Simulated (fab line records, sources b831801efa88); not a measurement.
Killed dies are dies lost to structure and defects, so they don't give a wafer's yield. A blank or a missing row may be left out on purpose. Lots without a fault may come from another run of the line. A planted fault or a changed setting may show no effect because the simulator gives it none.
fab line records | flow sky130
record lots=5 wafers=15 last_day=50
route steps=708 shown LI_CONTACT@366 LOCAL_INTERCONNECT@387
lots that met no fault: from a run of the same line without faults
start_h: hours from the record's first day to the start of the lot's first wafer shown | wait_h: hours since the lot's step before | " the same as in the row above | L1.1+2: a row that stands for several wafers | - no value, or no start given | * or withheld: withheld | < > ~ a bound
route shown NAME@n: a module of which the file shows steps, and the number in the route of the first | usual: mean/standard deviation of fault-free wafers | same: alike in all rows | chamber/n: place in a boat | sites: the reading at each site | _std_site: their standard deviation | _edge_site: outer sites' mean less inner sites' | radius_mm: how far each site lies from the wafer's centre | mask NAME#n: copy n | behind: the tool/chamber that last shaped the wafer | hold: why the lot was held/for how many hours/how that ended | device: the transistor (n, p or np) that didn't switch | end of line: the same wafers' tests at the end of the route | a step without rows: its recipe alone | killed: dies lost to structure and defects at the first sort, not the wafer's yield | map: a wafer's dies, x killed, . not, _ none there
set.NAME: the setting as run; set.NAME@STEP: as run at that earlier step | model.NAME: the simulator's own value behind a step, which no gauge read
lots at some steps of the route; a table a step, a row a wafer
services: from which hour (start_h, from the record's first day; less than 0 if before it) a tool's chamber was out of use, for how many hours, and why
## steps
# step SKY_LI_CONTACT_DEHYDRATE_04
# recipe temp_c=200 time_s=60
# usual chill_plate_temp_C=23.00/0.11 resist_line_temp_C=23.00/0.097
# columns lot.wafer tool chamber start_h wait_h chill_plate_temp_C resist_line_temp_C
L077.2 litho_track-03 0 682.46 13.2 23.04 23.07
L077.3 " 0 " " 22.88 23.15
L077.4 " 0 " " 23.01 23.13
L085.2 litho_track-03 0 757.37 13.4 23.15 22.96
L085.4 " 0 " " 23.25 22.92
L085.5 " 0 " " 23.20 22.84
L090.2 litho_track-04 0 793.22 12.4 22.93 23.05
L090.4 " 0 " " 23.04 23.03
L090.5 " 0 " " 22.97 23.03
L093.1 litho_track-04 0 809.44 13.2 23.02 23.02
L093.3 " 0 " " 23.10 22.98
L093.4 " 0 " " 22.98 22.99
L095.1 litho_track-02 0 823.89 12.2 23.05 23.07
L095.4 " 0 " " 23.12 23.08
L095.5 " 0 " " 23.12 23.08
# step SKY_LI_CONTACT_HMDS_05
# recipe prime_time_s=60 prime_temp_c=120
# usual chill_plate_temp_C=23.00/0.11 resist_line_temp_C=22.99/0.11
# columns lot.wafer tool chamber start_h wait_h chill_plate_temp_C resist_line_temp_C
L077.2 litho_track-03 0 682.61 0.1 23.15 23.17
L077.3 " 0 " " 23.25 23.06
L077.4 " 0 " " 23.31 22.87
L085.2 litho_track-03 0 757.52 0.1 23.08 23.15
L085.4 " 0 " " 23.15 23.03
L085.5 " 0 " " 23.11 23.07
L090.2 litho_track-04 0 793.37 0.1 23.16 23.10
L090.4 " 0 " " 23.20 23.11
L090.5 " 0 " " 23.22 23.15
L093.1 litho_track-04 0 809.59 0.1 22.90 22.82
L093.3 " 0 " " 22.91 22.85
L093.4 " 0 " " 23.09 23.00
L095.1 litho_track-02 0 824.04 0.1 22.87 22.93
L095.4 " 0 " " 23.16 23.05
L095.5 " 0 " " 23.08 23.02
# step SKY_LI_CONTACT_COAT_06
# recipe resist=BARC temp_c=withheld time_s=withheld spin_rpm=3000 resist_thk_nm=60
# usual chill_plate_temp_C=* resist_line_temp_C=*
# columns lot.wafer tool chamber start_h wait_h chill_plate_temp_C resist_line_temp_C
L077.2 litho_track-03 0 682.76 0.1 * *
L077.3 " 0 " " * *
L077.4 " 0 " " * *
L085.2 litho_track-03 0 757.67 0.1 * *
L085.4 " 0 " " * *
L085.5 " 0 " " * *
L090.2 litho_track-04 0 793.52 0.1 * *
L090.4 " 0 " " * *
L090.5 " 0 " " * *
L093.1 litho_track-04 0 809.74 0.1 * *
L093.3 " 0 " " * *
L093.4 " 0 " " * *
L095.1 litho_track-02 0 824.19 0.1 * *
L095.4 " 0 " " * *
L095.5 " 0 " " * *
# step SKY_LI_CONTACT_COAT_07
# recipe resist=KrF-thick spin_rpm=3000 resist_thk_nm=450
# usual chill_plate_temp_C=23.00/0.099 resist_line_temp_C=23.01/0.096
# columns lot.wafer tool chamber start_h wait_h chill_plate_temp_C resist_line_temp_C
L077.2 litho_track-03 0 - - 22.99 22.87
L077.3 " 0 " " 22.85 23.12
L077.4 " 0 " " 22.89 22.98
L085.2 litho_track-03 0 - - 22.73 22.94
L085.4 " 0 " " 22.90 22.92
L085.5 " 0 " " 22.99 22.84
L090.2 litho_track-04 0 - - 22.99 22.78
L090.4 " 0 " " 23.17 23.02
L090.5 " 0 " " 23.13 23.05
L093.1 litho_track-04 0 - - 23.02 22.97
L093.3 " 0 " " 23.18 23.00
L093.4 " 0 " " 22.96 22.88
L095.1 litho_track-02 0 - - 23.09 22.95
L095.4 " 0 " " 23.03 23.08
L095.5 " 0 " " 23.04 23.07
# step SKY_LI_CONTACT_SOFTBAKE_08
# recipe temp_c=100 time_s=90 resist=KrF-thick
# usual chill_plate_temp_C=22.99/0.097 resist_line_temp_C=23.02/0.11
# columns lot.wafer tool chamber start_h wait_h chill_plate_temp_C resist_line_temp_C
L077.2 litho_track-03 0 - - 23.02 22.82
L077.3 " 0 " " 22.84 22.84
L077.4 " 0 " " 22.86 22.86
L085.2 litho_track-03 0 - - 23.14 23.01
L085.4 " 0 " " 22.98 23.07
L085.5 " 0 " " 22.92 23.10
L090.2 litho_track-04 0 - - 23.00 23.09
L090.4 " 0 " " 23.00 23.08
L090.5 " 0 " " 23.02 23.22
L093.1 litho_track-04 0 - - 23.05 23.09
L093.3 " 0 " " 22.99 23.03
L093.4 " 0 " " 23.00 22.94
L095.1 litho_track-02 0 - - 23.04 22.97
L095.4 " 0 " " 23.07 22.87
L095.5 " 0 " " 23.07 23.09
# step SKY_LI_CONTACT_EXPOSE_09
# recipe mask_id=LICM1 na=0.8 source_shape=annular sigma_inner=0.55 sigma_outer=0.85 target_cd_nm=170 dose_mj=38
# same na=0.8
# columns lot.wafer tool chamber start_h wait_h mask
L077.2+3+4 krf_scanner-02 0 - - LICM1#0
L085.2+4+5 krf_scanner-02 0 - - LICM1#0
L090.2+4+5 krf_scanner-01 0 - - LICM1#0
L093.1+3+4 krf_scanner-01 0 - - LICM1#0
L095.1+4+5 krf_scanner-02 0 - - LICM1#0
# step SKY_LI_CONTACT_PEB_10
# recipe peb_temp_c=withheld peb_time_s=withheld resist=KrF-thick
# usual chill_plate_temp_C=* resist_line_temp_C=*
# columns lot.wafer tool chamber start_h wait_h chill_plate_temp_C resist_line_temp_C
L077.2 litho_track-03 0 - - * *
L077.3 " 0 " " * *
L077.4 " 0 " " * *
L085.2 litho_track-02 0 - - * *
L085.4 " 0 " " * *
L085.5 " 0 " " * *
L090.2 litho_track-03 0 - - * *
L090.4 " 0 " " * *
L090.5 " 0 " " * *
L093.1 litho_track-04 0 - - * *
L093.3 " 0 " " * *
L093.4 " 0 " " * *
L095.1 litho_track-02 0 - - * *
L095.4 " 0 " " * *
L095.5 " 0 " " * *
# step SKY_LI_CONTACT_DEVELOP_11
# recipe develop_time_s=60 resist=KrF-thick dev_temp_c=21
# usual chill_plate_temp_C=23.00/0.1 resist_line_temp_C=23.03/0.095
# columns lot.wafer tool chamber start_h wait_h chill_plate_temp_C resist_line_temp_C
L077.2 litho_track-03 0 - - 22.99 22.99
L077.3 " 0 " " 23.03 22.95
L077.4 " 0 " " 22.91 23.05
L085.2 litho_track-02 0 - - 23.01 23.04
L085.4 " 0 " " 23.10 23.19
L085.5 " 0 " " 23.06 23.04
L090.2 litho_track-03 0 - - 22.95 23.06
L090.4 " 0 " " 23.02 23.19
L090.5 " 0 " " 23.01 23.06
L093.1 litho_track-04 0 - - 22.88 23.08
L093.3 " 0 " " 23.04 23.18
L093.4 " 0 " " 23.04 23.13
L095.1 litho_track-02 0 - - 23.04 23.01
L095.4 " 0 " " 23.12 23.07
L095.5 " 0 " " 23.18 22.99
# step SKY_LI_CONTACT_CD_MEAS_12
# recipe target_cd_nm=170
# usual cd_nm=170.0/1.6
# columns lot.wafer tool chamber start_h wait_h cd_nm
L077.2 cd_sem-01 - 697.28 - 167.6
L077.3 " - " " 167.1
L077.4 " - " " 167.0
L085.2 cd_sem-01 - 770.46 - 169.8
L085.4 " - " " 170.2
L085.5 " - " " 169.3
L090.2 cd_sem-01 - 807.06 - 169.7
L090.4 " - " " 168.6
L090.5 " - " " 169.1
L093.1 cd_sem-02 - 823.09 - 173.3
L093.3 " - " " 171.7
L093.4 " - " " 172.6
L095.1 cd_sem-01 - 837.74 - 172.1
L095.4 " - " " 171.4
L095.5 " - " " 171.9
# step SKY_LI_CONTACT_OVL_MEAS_13
# usual LI_CONTACT_OVL=3/5.9
# columns lot.wafer tool chamber start_h wait_h LI_CONTACT_OVL[nm]
L077.2 overlay-01 - 697.39 0.1 11
L077.3 " - " " 1
L077.4 " - " " 2
L085.2 overlay-01 - 770.56 0.1 10
L085.4 " - " " 2
L085.5 " - " " 9
L090.2 overlay-02 - 807.17 0.1 2
L090.4 " - " " 0
L090.5 " - " " 0
L093.1 overlay-02 - 823.21 0.1 12
L093.3 " - " " 9
L093.4 " - " " 7
L095.1 overlay-02 - 837.86 0.1 9
L095.4 " - " " 13
L095.5 " - " " 6
# step SKY_LI_CONTACT_ETCH_14
# recipe chemistry=N2/H2 target=BARC ion_energy_ev=200 source_w=500 bias_w=100 pressure_mtorr=30 n2_flow_sccm=100 h2_flow_sccm=200 stop_on=SiO2 time_s=45.9 target_depth_a=600
# usual drypump_motor_current_A=5.9/0.41 n2_flow_sccm=100.0/0.32 oes_product_au=0.855/0.0049 throttle_valve_pct=13.225/0.0089
# columns lot.wafer tool chamber start_h wait_h drypump_motor_current_A n2_flow_sccm oes_product_au rf_hours_counter_h throttle_valve_pct
L077.2 rie_diel-02 1 697.42 0.0 6.2 100.2 0.857 13 13.227
L077.3 " 2 " " 5.6 99.7 0.859 9 13.229
L077.4 " 0 " " 5.6 99.7 0.852 10 13.226
L085.2 rie_diel-04 1 770.59 0.0 5.9 100.4 0.850 37 13.231
L085.4 " 0 " " 6.5 100.3 0.862 - 13.217
L085.5 " 1 " " 5.9 100.1 0.847 - 13.242
L090.2 rie_diel-02 1 807.20 0.0 6.2 99.5 0.860 15 13.224
L090.4 " 2 " " 5.6 99.8 0.859 11 13.223
L090.5 " 2 " " 5.6 99.8 0.856 - 13.217
L093.1 rie_diel-03 2 823.25 0.0 5.4 99.5 0.856 8 13.244
L093.3 " 0 " " 6.1 100.4 0.848 20 13.241
L093.4 " 1 " " 5.0 99.4 0.866 2 13.209
L095.1 rie_diel-02 2 837.89 0.0 5.6 100.3 0.860 12 13.214
L095.4 " 1 " " 6.2 99.2 0.852 16 13.216
L095.5 " 3 " " 6.2 99.7 0.849 - 13.235
# step SKY_LI_CONTACT_ETCH_15
# recipe target=PSG chemistry=C4F8/O2/Ar stop_on=Si taper_deg=4.15 mask_material=KrF-thick source_w=1500 bias_w=1200 pressure_mtorr=40 c4f8_flow_sccm=withheld O2_flow_sccm=6 Ar_flow_sccm=300 time_s=withheld target_depth_a=6000
# usual oes_product_au=0.837/0.0047
# columns lot.wafer tool chamber start_h wait_h oes_product_au
L077.2 rie_diel-02 1 697.46 0.0 0.839
L077.3 " 2 " " 0.839
L077.4 " 0 " " 0.840
L085.2 rie_diel-04 1 770.63 0.0 0.835
L085.4 " 0 " " 0.831
L085.5 " 1 " " 0.841
L090.2 rie_diel-02 1 807.24 0.0 0.835
L090.4 " 2 " " 0.836
L090.5 " 2 " " 0.832
L093.1 rie_diel-03 2 823.29 0.0 0.835
L093.3 " 0 " " 0.836
L093.4 " 1 " " 0.838
L095.1 rie_diel-02 2 837.94 0.0 0.839
L095.4 " 1 " " 0.841
L095.5 " 3 " " 0.839
# step SKY_LI_CONTACT_STRIP_16
# recipe chemistry=O2/N2 power_w=1400 pressure_mtorr=1500 platen_temp_c=withheld o2_flow_sccm=3000 n2_flow_sccm=300 overash_fraction=0.5
# usual drypump_motor_current_A=5.6/0.45 n2_flow_sccm=299.9/0.84 oes_product_au=0.376/0.0052 strip_time_to_endpoint_s=3.51/0.045
# columns lot.wafer tool chamber start_h wait_h drypump_motor_current_A n2_flow_sccm oes_product_au rf_hours_counter_h strip_time_to_endpoint_s
L077.2 plasma_asher-01 1 697.54 - 5.4 300.7 0.372 98 3.51
L077.3 " 1 " " 5.4 300.5 0.378 - 3.52
L077.4 " 0 " " 5.9 301.1 0.382 - 3.56
L085.2 plasma_asher-01 1 770.72 - 5.3 299.4 0.376 3 3.41
L085.4 " 1 " " 5.4 300.8 0.377 - 3.50
L085.5 " 0 " " 5.9 300.3 0.372 - 3.42
L090.2 plasma_asher-01 1 807.32 - 5.4 300.3 0.377 6 3.52
L090.4 " 0 " " 5.9 299.8 0.376 - 3.57
L090.5 " 1 " " 5.4 301.5 0.379 - 3.55
L093.1 plasma_asher-03 1 823.37 - 6.3 301.2 0.375 96 3.47
L093.3 " 0 " " 5.5 299.6 0.380 - 3.50
L093.4 " 1 " " 6.4 301.2 0.379 - 3.47
L095.1 plasma_asher-01 1 838.02 - 5.3 300.0 0.374 9 3.52
L095.4 " 0 " " 5.9 300.4 0.373 - 3.54
L095.5 " 0 " " 5.9 300.4 0.377 - 3.51
# step SKY_LI_CONTACT_CLEAN_17
# recipe chemistry=NMP time_s=600 temp_c=60 dry=n2_spin
# usual bath_guard_temp_C=60.0/0.48
# columns lot.wafer tool chamber start_h wait_h bath_guard_temp_C
L077.2 wet_bench-04 2 697.64 0.1 59.7
L077.3 " 2 " " 59.6
L077.4 " 2 " " 59.8
L085.2 wet_bench-01 2 770.82 0.1 61.1
L085.4 " 2 " " 61.2
L085.5 " 2 " " 60.6
L090.2 wet_bench-03 3 807.42 0.1 59.8
L090.4 " 3 " " 59.7
L090.5 " 3 " " 59.6
L093.1 wet_bench-03 2 823.47 0.1 59.7
L093.3 " 2 " " 59.4
L093.4 " 2 " " 59.3
L095.1 wet_bench-01 0 838.12 0.1 60.1
L095.4 " 0 " " 60.1
L095.5 " 0 " " 60.4
# step SKY_LI_CONTACT_PRE_CLEAN_18
# recipe gas=Ar time_s=5.6 bias_v=358
# columns lot.wafer tool chamber start_h wait_h
L077.2+3+4 pvd_sputter-04 - 697.82 0.0
L085.2+4+5 pvd_sputter-02 - 771.01 0.0
L090.2+4+5 pvd_sputter-04 - 807.60 0.0
L093.1+3+4 pvd_sputter-01 - 823.67 0.0
L095.1+4+5 pvd_sputter-04 - 838.30 0.0
# step SKY_LI_CONTACT_SPUTTER_19
# recipe material=Ti target_thk_nm=20 chamber_pressure_pa=5 power_w=2500 substrate_temp_c=200 time_s=106.37
# usual throttle_valve_pct=30.0/1.1
# columns lot.wafer tool chamber start_h wait_h throttle_valve_pct
L077.2 pvd_sputter-04 - 697.84 0.0 29.0
L077.3 " - " " 32.2
L077.4 " - " " 29.9
L085.2 pvd_sputter-02 - 771.03 0.0 29.4
L085.4 " - " " 30.6
L085.5 " - " " 28.4
L090.2 pvd_sputter-04 - 807.62 0.0 30.1
L090.4 " - " " 28.7
L090.5 " - " " 32.2
L093.1 pvd_sputter-01 - 823.69 0.0 30.1
L093.3 " - " " 29.3
L093.4 " - " " 30.2
L095.1 pvd_sputter-04 - 838.32 0.0 32.1
L095.4 " - " " 30.1
L095.5 " - " " 32.2
# step SKY_LI_CONTACT_SPUTTER_20
# recipe material=TiN target_thk_nm=20 chamber_pressure_pa=5 power_w=4000 time_s=80
# usual throttle_valve_pct=30.0/1.1
# columns lot.wafer tool chamber start_h wait_h throttle_valve_pct
L077.2 pvd_sputter-04 - 697.91 0.0 28.7
L077.3 " - " " 32.0
L077.4 " - " " 30.0
L085.2 pvd_sputter-02 - 771.11 0.0 29.2
L085.4 " - " " 30.6
L085.5 " - " " 28.1
L090.2 pvd_sputter-04 - 807.69 0.0 30.0
L090.4 " - " " 28.6
L090.5 " - " " 32.1
L093.1 pvd_sputter-01 - 823.76 0.0 30.0
L093.3 " - " " 29.2
L093.4 " - " " 29.9
L095.1 pvd_sputter-04 - 838.39 0.0 32.0
L095.4 " - " " 30.2
L095.5 " - " " 32.2
# step SKY_LI_CONTACT_CVD_21
# recipe material=W target_thk_nm=400 time_s=120.56 temp_c=400 pressure_torr=40
# usual heater_power_w=791/39
# columns lot.wafer tool chamber start_h wait_h heater_power_w
L077.2 cvd_w-01 1 697.98 0.0 721
L077.3 " 0 " " 826
L077.4 " 1 " " 731
L085.2 cvd_w-01 1 771.17 0.0 718
L085.4 " 0 " " 819
L085.5 " 0 " " 825
L090.2 cvd_w-01 0 807.76 0.0 817
L090.4 " 0 " " 807
L090.5 " 0 " " 820
L093.1 cvd_w-01 1 823.82 0.0 732
L093.3 " 1 " " 749
L093.4 " 0 " " 840
L095.1 cvd_w-01 0 838.45 0.0 832
L095.4 " 1 " " 732
L095.5 " 0 " " 836
# step SKY_LI_CONTACT_RS_MEAS_22
# recipe thk_meas_gauge=four-point-probe reads=W_of_LI_CONTACT_CVD_21+TiN_of_LI_CONTACT_SPUTTER_20+Ti_of_LI_CONTACT_SPUTTER_19
# usual LI_CONTACT_W_RS=0.284/0.0046
# columns lot.wafer tool chamber start_h wait_h LI_CONTACT_W_RS[ohm/sq]
L077.2 film_metro-04 - 698.12 0.1 0.289
L077.3 " - " " 0.283
L077.4 " - " " 0.291
L085.2 film_metro-03 - 771.31 0.1 0.294
L085.4 " - " " 0.284
L085.5 " - " " 0.286
L090.2 film_metro-01 - 807.90 0.1 0.288
L090.4 " - " " 0.286
L090.5 " - " " 0.285
L093.1 film_metro-03 - 823.95 0.1 0.284
L093.3 " - " " 0.288
L093.4 " - " " 0.280
L095.1 film_metro-01 - 838.58 0.1 0.280
L095.4 " - " " 0.290
L095.5 " - " " 0.280
# step SKY_LI_CONTACT_THK_MEAS_23
# recipe thk_meas_gauge=xrf reads=W_of_LI_CONTACT_CVD_21
# usual LI_CONTACT_W_THK=407/7.1
# columns lot.wafer tool chamber start_h wait_h LI_CONTACT_W_THK[nm]
L077.2 film_metro-04 - 698.23 0.1 403
L077.3 " - " " 413
L077.4 " - " " 399
L085.2 film_metro-03 - 771.42 0.1 397
L085.4 " - " " 409
L085.5 " - " " 407
L090.2 film_metro-01 - 808.01 0.1 401
L090.4 " - " " 407
L090.5 " - " " 406
L093.1 film_metro-03 - 824.07 0.1 409
L093.3 " - " " 401
L093.4 " - " " 410
L095.1 film_metro-01 - 838.70 0.1 410
L095.4 " - " " 402
L095.5 " - " " 415
# step SKY_LI_CONTACT_CMP_24
# recipe stop_on=PSG t_overpolish_s=20 down_force_psi=3.5 platen_rpm=60 target_thk_nm=0 pad_velocity_m_s=0.94248
# usual motor_current_A=11.0/0.96 overpolish_run_s=20.000/0.0084 time_to_endpoint_s=94/4
# columns lot.wafer tool chamber start_h wait_h motor_current_A overpolish_run_s time_to_endpoint_s
L077.4 cmp-01 3 698.33 0.1 10.7 19.995 88
L077.2 " 0 " " 10.1 20.002 92
L077.3 " 1 " " 11.4 19.999 87
L085.4 cmp-01 0 771.57 0.1 11.1 20.009 97
L085.2 " 1 " " 11.6 19.988 89
L085.5 " 2 " " 10.6 20.002 93
L090.2 cmp-01 2 808.06 0.0 10.8 20.000 96
L090.4 " 0 " " 10.3 19.985 95
L090.5 " 3 " " 10.1 19.998 96
L093.1 cmp-02 0 824.18 0.1 12.6 19.981 98
L093.3 " 1 " " 11.8 19.988 96
L093.4 " 2 " " 12.3 19.998 94
L095.4 cmp-01 3 838.76 0.0 9.8 20.000 92
L095.1 " 2 " " 10.5 19.991 98
L095.5 " 3 " " 10.8 20.008 94
# step SKY_LOCAL_INTERCONNECT_SPUTTER_00
# recipe material=TiN target_thk_nm=100 temp_c=300 power_w=6500 time_s=83.3 chamber_pressure_pa=0.4
# usual throttle_valve_pct=29.9/1.3
# columns lot.wafer tool chamber start_h wait_h throttle_valve_pct
L077.2 pvd_sputter-03 - 698.58 0.1 27.4
L077.3 " - " " 30.8
L077.4 " - " " 31.5
L085.2 pvd_sputter-01 - 771.77 0.1 29.2
L085.4 " - " " 30.0
L085.5 " - " " 29.0
L090.2 pvd_sputter-03 - 808.36 0.2 27.4
L090.4 " - " " 31.5
L090.5 " - " " 27.4
L093.1 pvd_sputter-01 - 824.43 0.2 29.2
L093.3 " - " " 29.9
L093.4 " - " " 30.1
L095.1 pvd_sputter-01 - 839.06 0.1 30.1
L095.4 " - " " 30.0
L095.5 " - " " 29.2
# step SKY_LOCAL_INTERCONNECT_RS_MEAS_01
# recipe thk_meas_gauge=four-point-probe reads=TiN_of_LOCAL_INTERCONNECT_SPUTTER_00
# usual LOCAL_INTERCONNECT_TIN_RS=14.19/0.21
# columns lot.wafer tool chamber start_h wait_h LOCAL_INTERCONNECT_TIN_RS[ohm/sq]
L077.2 film_metro-03 - 698.66 0.1 14.07
L077.3 " - " " 14.16
L077.4 " - " " 13.95
L085.2 film_metro-02 - 771.86 0.1 13.77
L085.4 " - " " 14.20
L085.5 " - " " 13.81
L090.2 film_metro-02 - 808.44 0.1 14.02
L090.4 " - " " 13.87
L090.5 " - " " 14.00
L093.1 film_metro-03 - 824.49 0.0 13.84
L093.3 " - " " 13.97
L093.4 " - " " 13.85
L095.1 film_metro-02 - 839.12 0.0 14.17
L095.4 " - " " 14.29
L095.5 " - " " 14.28
# step SKY_LOCAL_INTERCONNECT_THK_MEAS_02
# recipe thk_meas_gauge=xrf reads=TiN_of_LOCAL_INTERCONNECT_SPUTTER_00
# usual LOCAL_INTERCONNECT_TIN_THK=100.9/1.5
# columns lot.wafer tool chamber start_h wait_h LOCAL_INTERCONNECT_TIN_THK[nm]
L077.2 film_metro-03 - 698.77 0.1 100.5
L077.3 " - " " 101.0
L077.4 " - " " 102.2
L085.2 film_metro-02 - 771.97 0.1 103.9
L085.4 " - " " 100.4
L085.5 " - " " 103.5
L090.2 film_metro-02 - 808.55 0.1 102.6
L090.4 " - " " 103.1
L090.5 " - " " 102.5
L093.1 film_metro-03 - 824.61 0.1 103.1
L093.3 " - " " 102.2
L093.4 " - " " 103.2
L095.1 film_metro-02 - 839.24 0.1 100.9
L095.4 " - " " 100.4
L095.5 " - " " 100.2
# step SKY_LOCAL_INTERCONNECT_DEHYDRATE_03
# recipe temp_c=200 time_s=60
# usual chill_plate_temp_C=23.00/0.095 resist_line_temp_C=23.00/0.094
# columns lot.wafer tool chamber start_h wait_h chill_plate_temp_C resist_line_temp_C
L077.2 litho_track-04 0 712.12 13.3 22.96 23.09
L077.3 " 0 " " 22.94 22.97
L077.4 " 0 " " 22.99 23.01
L085.2 litho_track-03 0 785.57 13.6 22.97 23.06
L085.4 " 0 " " 23.03 22.99
L085.5 " 0 " " 23.09 22.96
L090.2 litho_track-01 0 820.90 12.3 22.99 23.05
L090.4 " 0 " " 23.18 23.01
L090.5 " 0 " " 22.90 22.95
L093.1 litho_track-04 0 836.74 12.1 23.08 22.90
L093.3 " 0 " " 23.06 22.79
L093.4 " 0 " " 23.09 22.74
L095.1 litho_track-03 0 851.19 11.9 22.76 23.14
L095.4 " 0 " " 23.00 23.05
L095.5 " 0 " " 22.90 22.86
# step SKY_LOCAL_INTERCONNECT_HMDS_04
# recipe prime_time_s=60 prime_temp_c=120
# usual chill_plate_temp_C=23.00/0.096 resist_line_temp_C=22.99/0.093
# columns lot.wafer tool chamber start_h wait_h chill_plate_temp_C resist_line_temp_C
L077.2 litho_track-04 0 712.27 0.1 22.95 23.02
L077.3 " 0 " " 23.13 23.06
L077.4 " 0 " " 22.92 22.82
L085.2 litho_track-03 0 785.72 0.1 22.83 23.07
L085.4 " 0 " " 22.94 23.05
L085.5 " 0 " " 22.93 23.03
L090.2 litho_track-01 0 821.05 0.1 23.09 23.06
L090.4 " 0 " " 23.08 23.00
L090.5 " 0 " " 23.19 23.13
L093.1 litho_track-04 0 836.89 0.1 23.14 22.84
L093.3 " 0 " " 23.18 22.94
L093.4 " 0 " " 23.14 23.11
L095.1 litho_track-03 0 851.34 0.1 23.04 22.90
L095.4 " 0 " " 23.16 22.93
L095.5 " 0 " " 23.12 22.93
# step SKY_LOCAL_INTERCONNECT_COAT_05
# recipe resist=BARC temp_c=withheld time_s=withheld spin_rpm=3000 resist_thk_nm=60
# usual chill_plate_temp_C=* resist_line_temp_C=*
# columns lot.wafer tool chamber start_h wait_h chill_plate_temp_C resist_line_temp_C
L077.2 litho_track-04 0 712.42 0.1 * *
L077.3 " 0 " " * *
L077.4 " 0 " " * *
L085.2 litho_track-03 0 785.87 0.1 * *
L085.4 " 0 " " * *
L085.5 " 0 " " * *
L090.2 litho_track-01 0 821.20 0.1 * *
L090.4 " 0 " " * *
L090.5 " 0 " " * *
L093.1 litho_track-04 0 837.04 0.1 * *
L093.3 " 0 " " * *
L093.4 " 0 " " * *
L095.1 litho_track-03 0 851.49 0.1 * *
L095.4 " 0 " " * *
L095.5 " 0 " " * *
# step SKY_LOCAL_INTERCONNECT_COAT_06
# recipe resist=KrF-thick spin_rpm=3000 resist_thk_nm=450
# usual chill_plate_temp_C=23.00/0.093 resist_line_temp_C=23.00/0.11
# columns lot.wafer tool chamber start_h wait_h chill_plate_temp_C resist_line_temp_C
L077.2 litho_track-04 0 - - 23.16 23.09
L077.3 " 0 " " 23.04 23.17
L077.4 " 0 " " 23.02 23.04
L085.2 litho_track-03 0 - - 23.05 23.27
L085.4 " 0 " " 22.94 23.02
L085.5 " 0 " " 23.01 23.03
L090.2 litho_track-01 0 - - 22.83 22.98
L090.4 " 0 " " 22.95 22.96
L090.5 " 0 " " 23.04 23.03
L093.1 litho_track-04 0 - - 22.91 22.90
L093.3 " 0 " " 22.92 22.82
L093.4 " 0 " " 22.87 22.88
L095.1 litho_track-03 0 - - 22.85 22.98
L095.4 " 0 " " 22.97 23.18
L095.5 " 0 " " 22.99 23.08
# step SKY_LOCAL_INTERCONNECT_SOFTBAKE_07
# recipe temp_c=100 time_s=90 resist=KrF-thick
# usual chill_plate_temp_C=22.99/0.099 resist_line_temp_C=23.00/0.09
# columns lot.wafer tool chamber start_h wait_h chill_plate_temp_C resist_line_temp_C
L077.2 litho_track-04 0 - - 23.11 22.97
L077.3 " 0 " " 22.84 23.00
L077.4 " 0 " " 22.94 22.89
L085.2 litho_track-03 0 - - 23.08 23.17
L085.4 " 0 " " 23.03 22.98
L085.5 " 0 " " 22.98 22.94
L090.2 litho_track-01 0 - - 22.89 23.11
L090.4 " 0 " " 22.75 23.06
L090.5 " 0 " " 23.00 23.11
L093.1 litho_track-04 0 - - 23.07 22.93
L093.3 " 0 " " 22.98 23.01
L093.4 " 0 " " 22.82 23.04
L095.1 litho_track-03 0 - - 22.99 22.85
L095.4 " 0 " " 23.07 22.96
L095.5 " 0 " " 23.10 22.97
# step SKY_LOCAL_INTERCONNECT_EXPOSE_08
# recipe mask_id=LI1M na=0.8 source_shape=annular sigma_inner=0.55 sigma_outer=0.85 target_cd_nm=170 dose_mj=28
# same na=0.8
# columns lot.wafer tool chamber start_h wait_h mask
L077.2+3+4 krf_scanner-02 0 - - LI1M#0
L085.2+4+5 krf_scanner-02 0 - - LI1M#0
L090.2+4+5 krf_scanner-02 0 - - LI1M#0
L093.1+3+4 krf_scanner-02 0 - - LI1M#0
L095.1+4+5 krf_scanner-02 0 - - LI1M#0
# step SKY_LOCAL_INTERCONNECT_PEB_09
# recipe peb_temp_c=withheld peb_time_s=withheld resist=KrF-thick
# usual chill_plate_temp_C=* resist_line_temp_C=*
# columns lot.wafer tool chamber start_h wait_h chill_plate_temp_C resist_line_temp_C
L077.2 litho_track-01 0 - - * *
L077.3 " 0 " " * *
L077.4 " 0 " " * *
L085.2 litho_track-01 0 - - * *
L085.4 " 0 " " * *
L085.5 " 0 " " * *
L090.2 litho_track-01 0 - - * *
L090.4 " 0 " " * *
L090.5 " 0 " " * *
L093.1 litho_track-03 0 - - * *
L093.3 " 0 " " * *
L093.4 " 0 " " * *
L095.1 litho_track-04 0 - - * *
L095.4 " 0 " " * *
L095.5 " 0 " " * *
# step SKY_LOCAL_INTERCONNECT_DEVELOP_10
# recipe develop_time_s=60 resist=KrF-thick dev_temp_c=21
# usual chill_plate_temp_C=22.98/0.11 resist_line_temp_C=23.03/0.1
# columns lot.wafer tool chamber start_h wait_h chill_plate_temp_C resist_line_temp_C
L077.2 litho_track-01 0 - - 22.92 22.90
L077.3 " 0 " " 22.92 23.10
L077.4 " 0 " " 23.05 22.99
L085.2 litho_track-01 0 - - 22.85 22.89
L085.4 " 0 " " 22.71 22.96
L085.5 " 0 " " 22.96 22.99
L090.2 litho_track-01 0 - - 23.11 23.08
L090.4 " 0 " " 23.02 23.19
L090.5 " 0 " " 23.09 23.11
L093.1 litho_track-03 0 - - 22.89 23.11
L093.3 " 0 " " 23.00 23.18
L093.4 " 0 " " 23.17 23.03
L095.1 litho_track-04 0 - - 22.99 23.08
L095.4 " 0 " " 23.21 23.04
L095.5 " 0 " " 22.96 23.08
## services
# columns tool chamber start_h hours kind
cmp-01 - 659.33 15.2 repair
cvd_w-01 1 660.55 2.0 repair
cmp-01 - 676.32 0.6 repair
pvd_sputter-04 - 690.06 1.8 repair
krf_scanner-02 - 700.15 2.9 repair
rie_diel-02 - 703.94 2.8 pm
rie_diel-02 2 707.04 12.0 repair
krf_scanner-02 - 709.16 2.3 repair
rie_diel-02 3 717.30 3.6 repair
krf_scanner-02 - 728.53 1.0 pm
krf_scanner-02 - 732.55 0.8 pm
rie_diel-02 2 734.78 2.3 repair
pvd_sputter-01 - 738.92 1.5 repair
krf_scanner-02 - 760.20 1.9 repair
krf_scanner-02 - 764.05 1.3 pm
krf_scanner-02 - 803.70 0.9 repair
krf_scanner-02 - 809.98 6.6 repair
krf_scanner-02 - 814.42 6.3 repair
pvd_sputter-01 - 814.77 6.9 repair
rie_diel-02 3 819.34 12.7 repair
pvd_sputter-01 - 829.66 9.3 repair
pvd_sputter-01 - 832.32 0.5 repair
pvd_sputter-01 - 844.80 1.7 repair
rie_diel-02 1 862.07 7.3 repair
## key
fault none
